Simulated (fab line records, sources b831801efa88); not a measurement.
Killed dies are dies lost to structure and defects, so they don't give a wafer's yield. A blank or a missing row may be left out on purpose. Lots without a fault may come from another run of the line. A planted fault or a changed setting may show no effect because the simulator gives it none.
Problem report in the 8D (eight disciplines) form, filled by code | flow sky130 | the parts of the form that need people (team, actions taken, sign-off) are left out

1. THE PROBLEM
killed_at_front_end at SKY_PAD_OPEN_PROBE_99 reads a mean of 318 on 6 wafers of 2 lots; wafers without a fault read 15 with a standard deviation of 4.9. That is +62 standard deviations from the usual mean.
First seen on wafer L197.4, day 49 11:02, on prober-01. The record holds 6 wafers of 2 lots with a number at this step. Rule for "out", or "out of limits": more than 4 standard deviations from the usual mean. The other wafers with a number count as sound.

2. WHAT IT IS AND WHAT IT IS NOT
question                    | is                                              | is not
which readings at this step | killed_at_front_end, killed_dies, killed_on_rim | killed_at_M4_up, killed_at_other
which lots                  | L197, L198                                      | -
which wafers of those lots  | all that have a number                          | -
read on which tools         | prober-01, prober-02                            | -
when                        | from day 49 11:02                               | up to then (0 sound wafers)

3. SUSPECTS, AND WHAT RULES EACH OUT
Counting: a tool at a process step up to the reading stays a suspect if it ran every lot that is out and no sound lot after the first of them.
- furnace-01 at SKY_POLY_GATE_OXIDATION_20 (stabilise 600 s, purge 300 s, target thk 4 nm): kept. It ran every lot that is out, first L197 (day 22 02:28), and no sound lot after that.
- pvd_sputter-01 at SKY_METAL5_SPUTTER_00 (material Ti, target thk 15 nm, time 10 s): kept. It ran every lot that is out, first L197 (day 46 21:51), and no sound lot after that.
Left after counting: furnace-01 at SKY_POLY_GATE_OXIDATION_20, pvd_sputter-01 at SKY_METAL5_SPUTTER_00.

4. THE CAUSE (what the simulator had put in)
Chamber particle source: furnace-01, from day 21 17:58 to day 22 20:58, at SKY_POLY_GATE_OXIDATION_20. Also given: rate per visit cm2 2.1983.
Counting left 2 suspects, and this tool is among them.

5. THE CHAIN OF EFFECTS, in route order
Each row: a reading whose mean over the struck wafers that have a number lies more than 3 standard deviations from the usual. Only readings for which the record gives a usual standard deviation are gone through. hours: the time from each lot's start at the first step in this table that gives one to its start at this step, as a median over the lots. sigmas: the change in usual standard deviations.
hours | step                  | reading             | usual | on struck wafers | change | sigmas
0     | SKY_PAD_OPEN_PROBE_99 | killed_at_front_end | 15    | 318              | +303   | +62
0     | SKY_PAD_OPEN_PROBE_99 | killed_dies         | 87    | 366              | +279   | +28
0     | SKY_PAD_OPEN_PROBE_99 | killed_on_rim       | 17    | 71               | +54    | +15
The process steps in it:
- SKY_PAD_OPEN_PROBE_99

6. WHAT WOULD HAVE CAUGHT IT SOONER
In this record the first reading out of limits was taken at day 49 11:02, 665 hours after the fault began at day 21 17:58.
Of the tool readings at SKY_POLY_GATE_OXIDATION_20 for which the record gives a usual standard deviation, none was out on any struck wafer, so an alarm limit of 4 standard deviations on them would not have fired.
All the lots that are out (2) had begun SKY_POLY_GATE_OXIDATION_20 on furnace-01 by day 49 11:02. A hold on the tool at that time would have spared none of them.
